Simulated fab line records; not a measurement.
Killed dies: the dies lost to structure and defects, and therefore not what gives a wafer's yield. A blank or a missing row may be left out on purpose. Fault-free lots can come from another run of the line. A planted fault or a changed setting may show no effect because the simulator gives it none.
Which tool was responsible? + flow sfq line + 7 lots, 21 wafers sampled, at 1 step of a route of 325

## WHAT EACH GAUGE READ, for each wafer
SFQ_M4_OVL_MEAS_926.
| lot  | measured     | on         | M4_OVL (nm) |
|------|--------------|------------|-------------|
| L350 | day 45 21:53 | overlay-02 | -1 2 -5     |
| L354 | day 46 10:55 | overlay-02 | 3 7 10      |
| L356 | day 47 02:36 | overlay-01 | -8 2 -6     |
| L361 | day 49 14:28 | overlay-02 | -1 1 -13    |
| L363 | day 49 23:54 | overlay-02 | -1 8 -7     |
| L368 | day 51 10:53 | overlay-02 | 7 7 2       |
| L370 | day 51 20:32 | overlay-01 | 3 8 1       |

## TOOL THAT RAN EACH LOT (tool first, then ch and the chambers of the sampled wafers, then the start)
There is no process step in the record ahead of these readings.

## THE ANSWER, worked out from the rows above alone
Rule: the usual values come from the lots themselves. The widest of any qualifying gaps counts: lots, ordered by their means at a reading, are off when they make up no more than a third of the lots, leave a main group of 4 or more, and stand apart from it by 3 or more times the standard deviation of that group's means. Not used: any main group whose means are identical at the precision the tables above print for the reading. Also off: a lot with no number at a reading for which 4 or more lots have one. All remaining lots with rows at the step are treated as sound.
No lot is off at any reading shown: from this, nothing can be told.

## WHAT THE SIMULATOR PUT IN
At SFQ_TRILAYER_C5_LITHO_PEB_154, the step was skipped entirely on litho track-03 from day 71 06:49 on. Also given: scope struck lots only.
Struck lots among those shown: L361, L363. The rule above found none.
